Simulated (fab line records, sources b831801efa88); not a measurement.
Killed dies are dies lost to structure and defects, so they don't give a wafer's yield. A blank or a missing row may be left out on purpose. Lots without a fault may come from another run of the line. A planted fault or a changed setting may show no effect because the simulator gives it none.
Chamber matching | flow gf180mcu | GF_STI_WET_ETCH_27 on wet_bench-04: 3 sister chambers
The step etches Si3N4 in H3PO4, target depth 160 nm, time 1825 s. 3 wafers are shown with their chamber, then 7 later ones without.

WAFERS WITH THEIR CHAMBER
wafer  | chamber | bath_guard_temp_C (C)
L262.4 | 2       | 159.8
L263.5 | 1       | 160.2
L264.3 | 3       | 158.9

WAFERS WITHOUT THEIR CHAMBER
wafer  | bath_guard_temp_C (C)
L264.6 | 158.6
L265.1 | 159.2
L265.4 | 159.8
L265.6 | 159.6
L266.2 | 158.4
L266.5 | 158.9
L266.6 | 159.0

WHICH CHAMBER EACH WENT THROUGH
wafer  | from the rows above          | in truth
L264.6 | 3                            | 3
L265.1 | can't be placed: 3 or 2      | 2
L265.4 | can't be placed: 2 or 1      | 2
L265.6 | can't be placed: 2 or 1 or 3 | 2
L266.2 | 3                            | 3
L266.5 | 3                            | 3
L266.6 | 3                            | 3
Placed correctly: 4 of 7. Can't be placed from these rows: 3 (the true chamber is among the candidates in 3). Placed wrongly: 0.
How it was worked out, from the rows above alone: a wafer's distance from a chamber is the root of the sum, over the readings, of the square of ((its reading less the chamber's mean) divided by the reading's scatter). The wafer belongs to the nearest chamber; if the next one is less than 2 further off, it can't be placed. A chamber's mean is the mean of its shown wafers. The scatter: with one shown wafer a chamber, the root of the mean of the squares of how far each hidden wafer lies from its nearest shown one.
